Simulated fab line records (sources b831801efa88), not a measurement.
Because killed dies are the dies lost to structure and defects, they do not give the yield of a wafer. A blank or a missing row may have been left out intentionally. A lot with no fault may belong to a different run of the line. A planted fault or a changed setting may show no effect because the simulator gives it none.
fab line records + flow sky130
record:
- lots: 12
- wafers: 35
- last_day: 50
route steps=708 shown VT_ADJUST_PCH@153 SONOS_TUNNEL@163 SONOS_ONO@181
lots that met no fault: from a run of the same line without faults
start_h: hours from the record's opening day to when the first of the lot's shown wafers began + wait_h: hours since the lot's step before + " unchanged from the row above + L1.1+2: several wafers, shown together as one row + - no value, or no start given + * or withheld: withheld + < > ~ a bound
route shown NAME@n: NAME is a module with steps in the file, n the number in the route of the first one + usual: mean and standard deviation over wafers with no fault + same: alike in all rows + chamber/n: place in a boat + sites: per-site readings + _std_site: their standard deviation + _edge_site: outer sites' mean less inner sites' + radius_mm: for every site, how far away it sits from the centre of the wafer + mask NAME#n: copy n + behind: the most recent tool/chamber to have shaped the wafer + hold: cause of the lot's hold/its duration in hours/its outcome + device: names the non-switching transistor (n, p or np) + end of line: the tests these same wafers got at the end of their route + step lacking rows: just its recipe + killed: at the first sort, the dies lost to defects and structure; wafer yield is something else + map: per-die view of a wafer (x killed, . not killed, _ where there is no die)
set.NAME: the setting that was run; set.NAME@STEP: the one run at that earlier step + model.NAME: the simulator's own value behind a step, which no gauge read
route steps across a sampled set of lots; one table per step, one row per wafer
services: from which hour (start_h, from the record's first day; less than 0 if before it) a tool's chamber was out of use, for how many hours, and why
== steps ==
step: SKY_VT_ADJUST_PCH_TW_MEAS_10
usual:
- VT_ADJUST_PCH_TW: 140.7/1
| lot.wafer | tool          | chamber | start_h | wait_h | VT_ADJUST_PCH_TW |
|-----------|---------------|---------|---------|--------|------------------|
| L282.1    | film_metro-02 | -       | 233.24  | 0.1    | 141.1            |
| L282.2    | "             | -       | "       | "      | 140.8            |
| L282.6    | "             | -       | "       | "      | 140.8            |
| L283.2    | film_metro-02 | -       | 243.75  | 0.1    | 141.3            |
| L283.3    | "             | -       | "       | "      | 140.1            |
| L283.5    | "             | -       | "       | "      | 140.7            |
| L284.1    | film_metro-02 | -       | 245.23  | 0.1    | 141.7            |
| L284.3    | "             | -       | "       | "      | 141.8            |
| L284.6    | "             | -       | "       | "      | 141.1            |
| L286.2    | film_metro-02 | -       | 259.35  | 0.1    | 141.4            |
| L286.3    | "             | -       | "       | "      | 141.1            |
| L286.4    | "             | -       | "       | "      | 140.9            |
| L292.1    | film_metro-03 | -       | 316.84  | 0.1    | 140.5            |
| L292.4    | "             | -       | "       | "      | 139.7            |
| L292.5    | "             | -       | "       | "      | 139.2            |
| L296.1    | film_metro-04 | -       | 342.29  | 0.1    | 141.7            |
| L296.3    | "             | -       | "       | "      | 141.1            |
| L297.1    | film_metro-03 | -       | 348.47  | 0.1    | 139.8            |
| L297.2    | "             | -       | "       | "      | 139.6            |
| L297.5    | "             | -       | "       | "      | 139.7            |
| L299.1    | film_metro-02 | -       | 377.87  | 0.1    | 140.8            |
| L299.5    | "             | -       | "       | "      | 140.7            |
| L299.6    | "             | -       | "       | "      | 140.8            |
| L300.1    | film_metro-03 | -       | 380.09  | 0.1    | 139.3            |
| L300.2    | "             | -       | "       | "      | 138.7            |
| L300.4    | "             | -       | "       | "      | 139.9            |
| L302.2    | film_metro-03 | -       | 389.30  | 0.1    | 139.6            |
| L302.5    | "             | -       | "       | "      | 139.8            |
| L302.6    | "             | -       | "       | "      | 139.7            |
| L303.1    | film_metro-03 | -       | 397.39  | 0.1    | 139.2            |
| L303.2    | "             | -       | "       | "      | 139.5            |
| L303.5    | "             | -       | "       | "      | 139.9            |
| L304.2    | film_metro-03 | -       | 401.28  | 0.1    | 138.8            |
| L304.3    | "             | -       | "       | "      | 139.5            |
| L304.5    | "             | -       | "       | "      | 139.3            |
step: SKY_SONOS_TUNNEL_IMPLANT_09
recipe:
- species: B
- energy_kev: 20
- dose_cm2: 1e+12
- tilt_deg: withheld
usual:
- beam_on_s: 9.97/0.2
- dose_ions_cm2: 1e+12/1.1e+09
- faraday_current_uA: 5.65/0.11
| lot.wafer | tool         | chamber | start_h | wait_h | beam_on_s | dose_ions_cm2 | faraday_current_uA |
|-----------|--------------|---------|---------|--------|-----------|---------------|--------------------|
| L282.1    | implanter-01 | 0       | 255.91  | 0.0    | 9.97      | 1.0004e+12    | 5.66               |
| L282.2    | "            | 0       | "       | "      | 10.15     | 1.0008e+12    | 5.52               |
| L282.6    | "            | 0       | "       | "      | 10.08     | 9.995e+11     | 5.58               |
| L283.2    | implanter-01 | 0       | 267.14  | 0.0    | 10.06     | 1.0016e+12    | 5.58               |
| L283.3    | "            | 0       | "       | "      | 10.11     | 1.0007e+12    | 5.59               |
| L283.5    | "            | 0       | "       | "      | 9.78      | 1.0004e+12    | 5.74               |
| L284.1    | implanter-01 | 0       | 268.86  | 0.0    | 10.31     | 9.988e+11     | 5.47               |
| L284.3    | "            | 0       | "       | "      | 9.71      | 1.0006e+12    | 5.82               |
| L284.6    | "            | 0       | "       | "      | 10.12     | 1e+12         | 5.57               |
| L286.2    | implanter-01 | 0       | 283.77  | 0.0    | 9.99      | 9.984e+11     | 5.64               |
| L286.3    | "            | 0       | "       | "      | 9.82      | 9.992e+11     | 5.76               |
| L286.4    | "            | 0       | "       | "      | 9.90      | 9.986e+11     | 5.70               |
| L292.1    | implanter-04 | 0       | 343.74  | 0.0    | 7.71      | 9.999e+11     | 7.32               |
| L292.4    | "            | 0       | "       | "      | 9.94      | 9.996e+11     | 5.67               |
| L292.5    | "            | 0       | "       | "      | 10.07     | 9.992e+11     | 5.59               |
| L296.1    | implanter-04 | 0       | 369.56  | 0.0    | 7.64      | 9.995e+11     | 7.35               |
| L296.3    | "            | 0       | "       | "      | 7.42      | 1.0005e+12    | 7.60               |
| L297.1    | implanter-03 | 0       | 376.14  | 0.0    | 9.85      | 9.997e+11     | 5.71               |
| L297.2    | "            | 0       | "       | "      | 9.62      | 1.0005e+12    | 5.85               |
| L297.5    | "            | 0       | "       | "      | 9.80      | 1.0004e+12    | 5.74               |
| L299.1    | implanter-03 | 0       | 406.94  | 0.0    | 9.96      | 1.0006e+12    | 5.66               |
| L299.5    | "            | 0       | "       | "      | 9.97      | 1.0011e+12    | 5.66               |
| L299.6    | "            | 0       | "       | "      | 9.78      | 9.986e+11     | 5.77               |
| L300.1    | implanter-03 | 0       | 409.56  | 0.0    | 10.16     | 9.995e+11     | 5.59               |
| L300.2    | "            | 0       | "       | "      | 10.16     | 1.0004e+12    | 5.60               |
| L300.4    | "            | 0       | "       | "      | 9.92      | 9.989e+11     | 5.69               |
| L302.2    | implanter-03 | 0       | 419.14  | 0.0    | 9.71      | 9.987e+11     | 5.80               |
| L302.5    | "            | 0       | "       | "      | 10.07     | 9.991e+11     | 5.62               |
| L302.6    | "            | 0       | "       | "      | 9.68      | 9.992e+11     | 5.82               |
| L303.1    | implanter-03 | 0       | 427.06  | 0.0    | 9.76      | 1.0027e+12    | 5.77               |
| L303.2    | "            | 0       | "       | "      | 10.27     | 1.0029e+12    | 5.50               |
| L303.5    | "            | 0       | "       | "      | 10.04     | 1.0027e+12    | 5.63               |
| L304.2    | implanter-01 | 0       | 431.04  | 0.0    | 9.88      | 1.001e+12     | 5.69               |
| L304.3    | "            | 0       | "       | "      | 9.89      | 9.994e+11     | 5.69               |
| L304.5    | "            | 0       | "       | "      | 10.00     | 9.984e+11     | 5.64               |
step: SKY_SONOS_TUNNEL_TW_MEAS_12
usual:
- SONOS_TUNNEL_TW: 196.2/1.5
| lot.wafer | tool          | chamber | start_h | wait_h | SONOS_TUNNEL_TW |
|-----------|---------------|---------|---------|--------|-----------------|
| L282.1    | film_metro-04 | -       | 256.39  | 0.0    | 195.8           |
| L282.2    | "             | -       | "       | "      | 194.9           |
| L282.6    | "             | -       | "       | "      | 196.0           |
| L283.2    | film_metro-02 | -       | 267.55  | 0.0    | 196.1           |
| L283.3    | "             | -       | "       | "      | 195.2           |
| L283.5    | "             | -       | "       | "      | 195.5           |
| L284.1    | film_metro-01 | -       | 269.27  | 0.0    | 197.6           |
| L284.3    | "             | -       | "       | "      | 198.0           |
| L284.6    | "             | -       | "       | "      | 197.3           |
| L286.2    | film_metro-01 | -       | 284.17  | 0.0    | 198.2           |
| L286.3    | "             | -       | "       | "      | 198.0           |
| L286.4    | "             | -       | "       | "      | 198.3           |
| L292.1    | film_metro-04 | -       | 344.16  | 0.0    | 181.6           |
| L292.4    | "             | -       | "       | "      | 195.2           |
| L292.5    | "             | -       | "       | "      | 195.5           |
| L296.1    | film_metro-02 | -       | 369.98  | 0.0    | 181.1           |
| L296.3    | "             | -       | "       | "      | 180.9           |
| L297.1    | film_metro-02 | -       | 376.56  | 0.0    | 194.5           |
| L297.2    | "             | -       | "       | "      | 193.7           |
| L297.5    | "             | -       | "       | "      | 194.4           |
| L299.1    | film_metro-04 | -       | 407.36  | 0.0    | 197.6           |
| L299.5    | "             | -       | "       | "      | 196.1           |
| L299.6    | "             | -       | "       | "      | 197.2           |
| L300.1    | film_metro-04 | -       | 409.97  | 0.0    | 195.9           |
| L300.2    | "             | -       | "       | "      | 195.7           |
| L300.4    | "             | -       | "       | "      | 195.8           |
| L302.2    | film_metro-04 | -       | 419.57  | 0.0    | 196.0           |
| L302.5    | "             | -       | "       | "      | 196.5           |
| L302.6    | "             | -       | "       | "      | 194.8           |
| L303.1    | film_metro-02 | -       | 427.50  | 0.0    | 197.0           |
| L303.2    | "             | -       | "       | "      | 196.4           |
| L303.5    | "             | -       | "       | "      | 196.0           |
| L304.2    | film_metro-02 | -       | 431.43  | 0.0    | 195.6           |
| L304.3    | "             | -       | "       | "      | 196.2           |
| L304.5    | "             | -       | "       | "      | 196.6           |
step: SKY_SONOS_ONO_CD_MEAS_13
recipe:
- target_cd_nm: 410
usual:
- cd_nm: 410.6/2.3
| lot.wafer | tool      | chamber | start_h | wait_h | cd_nm |
|-----------|-----------|---------|---------|--------|-------|
| L282.1    | cd_sem-02 | -       | 288.56  | 0.1    | 409.8 |
| L282.2    | "         | -       | "       | "      | 410.5 |
| L282.6    | "         | -       | "       | "      | 408.9 |
| L283.2    | cd_sem-02 | -       | 298.13  | 0.1    | 412.1 |
| L283.3    | "         | -       | "       | "      | 414.1 |
| L283.5    | "         | -       | "       | "      | 411.4 |
| L284.1    | cd_sem-01 | -       | 299.01  | 0.1    | 405.6 |
| L284.3    | "         | -       | "       | "      | 405.4 |
| L284.6    | "         | -       | "       | "      | 405.3 |
| L286.2    | cd_sem-01 | -       | 313.78  | 0.1    | 409.3 |
| L286.3    | "         | -       | "       | "      | 409.3 |
| L286.4    | "         | -       | "       | "      | 411.7 |
| L292.1    | cd_sem-02 | -       | 376.16  | 0.1    | 409.8 |
| L292.4    | "         | -       | "       | "      | 412.8 |
| L292.5    | "         | -       | "       | "      | 410.9 |
| L296.1    | cd_sem-02 | -       | 403.51  | 0.1    | 409.9 |
| L296.3    | "         | -       | "       | "      | 410.5 |
| L297.1    | cd_sem-01 | -       | 410.71  | 0.1    | 409.3 |
| L297.2    | "         | -       | "       | "      | 409.3 |
| L297.5    | "         | -       | "       | "      | 408.6 |
| L299.1    | cd_sem-02 | -       | 441.56  | 0.1    | 412.0 |
| L299.5    | "         | -       | "       | "      | 411.1 |
| L299.6    | "         | -       | "       | "      | 411.4 |
| L300.1    | cd_sem-02 | -       | 443.96  | 0.1    | 410.6 |
| L300.2    | "         | -       | "       | "      | 411.8 |
| L300.4    | "         | -       | "       | "      | 410.0 |
| L302.2    | cd_sem-01 | -       | 453.48  | 0.1    | 408.9 |
| L302.5    | "         | -       | "       | "      | 409.2 |
| L302.6    | "         | -       | "       | "      | 409.1 |
| L303.1    | cd_sem-02 | -       | 465.63  | 0.1    | 411.7 |
| L303.2    | "         | -       | "       | "      | 412.3 |
| L303.5    | "         | -       | "       | "      | 411.2 |
| L304.2    | cd_sem-01 | -       | 469.88  | 0.1    | 406.3 |
| L304.3    | "         | -       | "       | "      | 408.2 |
| L304.5    | "         | -       | "       | "      | 407.1 |
step: SKY_SONOS_ONO_STRIP_17
recipe:
- chemistry: O2/N2
- power_w: 1400
- pressure_mtorr: 1500
- platen_temp_c: withheld
- o2_flow_sccm: 3000
- n2_flow_sccm: 300
- overash_fraction: 0.5
usual:
- drypump_motor_current_A: 5.8/0.6
- oes_product_au: 0.710/0.004
- strip_time_to_endpoint_s: 14.12/0.043
| lot.wafer | tool            | chamber | start_h | wait_h | drypump_motor_current_A | oes_product_au | rf_hours_counter_h | strip_time_to_endpoint_s |
|-----------|-----------------|---------|---------|--------|-------------------------|----------------|--------------------|--------------------------|
| L282.1    | plasma_asher-01 | 1       | 288.82  | 0.0    | 6.5                     | 0.710          | 58                 | 14.12                    |
| L282.2    | "               | 0       | "       | "      | 5.3                     | 0.706          | 58                 | 14.13                    |
| L282.6    | "               | 1       | "       | "      | 6.6                     | 0.707          | -                  | 14.11                    |
| L283.2    | plasma_asher-01 | 1       | 298.38  | 0.0    | 6.5                     | 0.714          | 59                 | 14.14                    |
| L283.3    | "               | 0       | "       | "      | 5.3                     | 0.713          | -                  | 14.18                    |
| L283.5    | "               | 0       | "       | "      | 5.3                     | 0.714          | -                  | 14.14                    |
| L284.1    | plasma_asher-01 | 0       | 299.28  | 0.0    | 5.3                     | 0.712          | 59                 | 14.13                    |
| L284.3    | "               | 1       | "       | "      | 6.5                     | 0.711          | -                  | 14.12                    |
| L284.6    | "               | 1       | "       | "      | 6.5                     | 0.707          | -                  | 14.08                    |
| L286.2    | plasma_asher-01 | 0       | 314.02  | 0.0    | 5.3                     | 0.714          | 61                 | 14.06                    |
| L286.3    | "               | 1       | "       | "      | 6.6                     | 0.716          | -                  | 14.09                    |
| L286.4    | "               | 0       | "       | "      | 5.3                     | 0.709          | -                  | 14.07                    |
| L292.1    | plasma_asher-04 | 0       | 376.42  | 0.0    | 6.2                     | 0.704          | 60                 | 14.12                    |
| L292.4    | "               | 0       | "       | "      | 6.2                     | 0.713          | -                  | 14.18                    |
| L292.5    | "               | 1       | "       | "      | 5.2                     | 0.709          | -                  | 14.15                    |
| L296.1    | plasma_asher-03 | 1       | 403.77  | 0.0    | 6.5                     | 0.706          | 25                 | 14.16                    |
| L296.3    | "               | 1       | "       | "      | 6.5                     | 0.711          | -                  | 14.16                    |
| L297.1    | plasma_asher-04 | 0       | 410.97  | 0.0    | 6.1                     | 0.710          | 63                 | 14.00                    |
| L297.2    | "               | 1       | "       | "      | 5.1                     | 0.708          | 63                 | 14.05                    |
| L297.5    | "               | 1       | "       | "      | 5.2                     | 0.710          | -                  | 14.10                    |
| L299.1    | plasma_asher-04 | 1       | 441.82  | 0.0    | 5.2                     | 0.708          | 66                 | 14.08                    |
| L299.5    | "               | 1       | "       | "      | 5.2                     | 0.717          | -                  | 14.07                    |
| L299.6    | "               | 0       | "       | "      | 6.1                     | 0.710          | -                  | 14.12                    |
| L300.1    | plasma_asher-03 | 1       | 444.22  | 0.0    | 6.6                     | 0.714          | 30                 | 14.09                    |
| L300.2    | "               | 0       | "       | "      | 5.2                     | 0.707          | 30                 | 14.13                    |
| L300.4    | "               | 0       | "       | "      | 5.2                     | 0.705          | -                  | 14.14                    |
| L302.2    | plasma_asher-04 | 0       | 453.72  | 0.0    | 6.2                     | 0.712          | 67                 | 14.07                    |
| L302.5    | "               | 1       | "       | "      | 5.2                     | 0.718          | -                  | 14.07                    |
| L302.6    | "               | 0       | "       | "      | 6.2                     | 0.708          | -                  | 14.10                    |
| L303.1    | plasma_asher-01 | 1       | 465.91  | 0.0    | 6.5                     | 0.709          | 76                 | 14.11                    |
| L303.2    | "               | 0       | "       | "      | 5.3                     | 0.711          | 76                 | 14.10                    |
| L303.5    | "               | 1       | "       | "      | 6.6                     | 0.709          | -                  | 14.12                    |
| L304.2    | plasma_asher-01 | 0       | 470.14  | 0.0    | 5.3                     | 0.712          | 77                 | 14.09                    |
| L304.3    | "               | 0       | "       | "      | 5.3                     | 0.708          | -                  | 14.13                    |
| L304.5    | "               | 0       | "       | "      | 5.3                     | 0.708          | -                  | 14.12                    |
== services ==
| tool            | chamber | start_h | hours | kind   |
|-----------------|---------|---------|-------|--------|
| implanter-03    | -       | 239.13  | 3.8   | pm     |
| implanter-01    | -       | 239.27  | 3.7   | repair |
| implanter-04    | -       | 267.89  | 0.7   | repair |
| implanter-04    | -       | 275.39  | 4.4   | pm     |
| implanter-03    | -       | 281.23  | 3.5   | repair |
| implanter-03    | -       | 287.48  | 3.6   | pm     |
| plasma_asher-03 | -       | 293.51  | 14.6  | pm     |
| plasma_asher-03 | -       | 321.84  | 15.6  | pm     |
| implanter-03    | -       | 333.57  | 0.6   | repair |
| implanter-03    | -       | 396.57  | 4.8   | repair |
| plasma_asher-01 | -       | 418.07  | 4.5   | repair |
| implanter-01    | -       | 443.23  | 0.7   | repair |
| implanter-03    | -       | 453.07  | 2.7   | repair |
| implanter-03    | -       | 458.64  | 1.1   | repair |
| implanter-01    | -       | 469.86  | 2.3   | repair |
== key ==
first_sign:
- step: SKY_SONOS_TUNNEL_IMPLANT_09
- reading: faraday_current_uA
- direction: up
- sigmas: 16
- usual: 5.65
- struck: 7.42
effect:
- step: SKY_SONOS_TUNNEL_IMPLANT_09
- reading: beam_on_s
- direction: down
- sigmas: 12
- usual: 9.97
- struck: 7.59
effect:
- step: SKY_SONOS_TUNNEL_TW_MEAS_12
- reading: SONOS_TUNNEL_TW
- direction: down
- sigmas: 9.9
- usual: 196.2
- struck: 181.2
met_at SKY_SONOS_TUNNEL_IMPLANT_09
struck_lots L292,L296
struck_wafers L292.1,L296.1,L296.3
tester_left_out L292,L296
not_acting_at SKY_VT_ADJUST_PCH_TW_MEAS_10,SKY_SONOS_ONO_CD_MEAS_13,SKY_SONOS_ONO_STRIP_17
fault:
- kind: process_parameter_drift
- tool: implanter-04
- chamber: -
- onset_h: 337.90
- steps: SKY_SONOS_TUNNEL_IMPLANT_09
- channel: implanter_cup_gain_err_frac
- offset: 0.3
- shape: step
- end_h: 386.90
- scope: struck_wafers_only
tester_left_out: of these lots the tester's yield and bins aren't shown, on N5 and GAA mostly nor the transistor test; their killed dies are dies lost to structure and defects alone, not to doping, threshold or leakage, so they don't give the yield
